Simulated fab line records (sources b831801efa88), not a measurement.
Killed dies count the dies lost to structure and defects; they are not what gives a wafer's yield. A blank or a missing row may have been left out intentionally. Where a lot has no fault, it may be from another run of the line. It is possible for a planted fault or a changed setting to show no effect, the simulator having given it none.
Chamber matching    flow sky130    rieDiel-03 running SKY_POLY_GATE_ETCH_15: 4 sister chambers
The step etches BARC in N2/H2, stops on SiO2, time 118.5 s, target depth 110 nm. 4 wafers are shown with their chamber, then 7 later ones without.

WAFERS PAIRED WITH THEIR CHAMBERS
wafer   chamber  drypumpMotorCurrentA (A)
L596.2  0        5.6
L596.5  1        5.7
L597.3  3        5.8
L597.4  2        6.1

WAFERS MISSING THEIR CHAMBER
wafer   drypumpMotorCurrentA (A)
L597.6  5.6
L600.1  6.1
L600.3  5.8
L600.4  5.6
L602.2  5.5
L602.4  6.1
L602.6  5.5

WHICH CHAMBER EACH WENT THROUGH
wafer   from the rows above      in truth
L597.6  can't be placed: 0 or 1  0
L600.1  2                        2
L600.3  can't be placed: 3 or 1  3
L600.4  can't be placed: 0 or 1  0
L602.2  can't be placed: 0 or 1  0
L602.4  2                        2
L602.6  can't be placed: 0 or 1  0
Correct placement for 2 of the 7. From these rows, 5 cannot be placed; in 5 the true chamber is one of the candidates. 0 placed wrongly.
How it was worked out, from the rows above alone: a wafer's distance from a chamber is the root of the sum, over the readings, of the square of ((its reading less the chamber's mean) divided by the reading's scatter). If the next closest chamber is less than 2 further off than the closest, the wafer can't be placed; otherwise it belongs to the closest. The mean given for a chamber averages the wafers shown for that chamber. The scatter (one wafer shown for each chamber): square how far every hidden wafer sits from the nearest shown wafer, average those squares and take the square root.
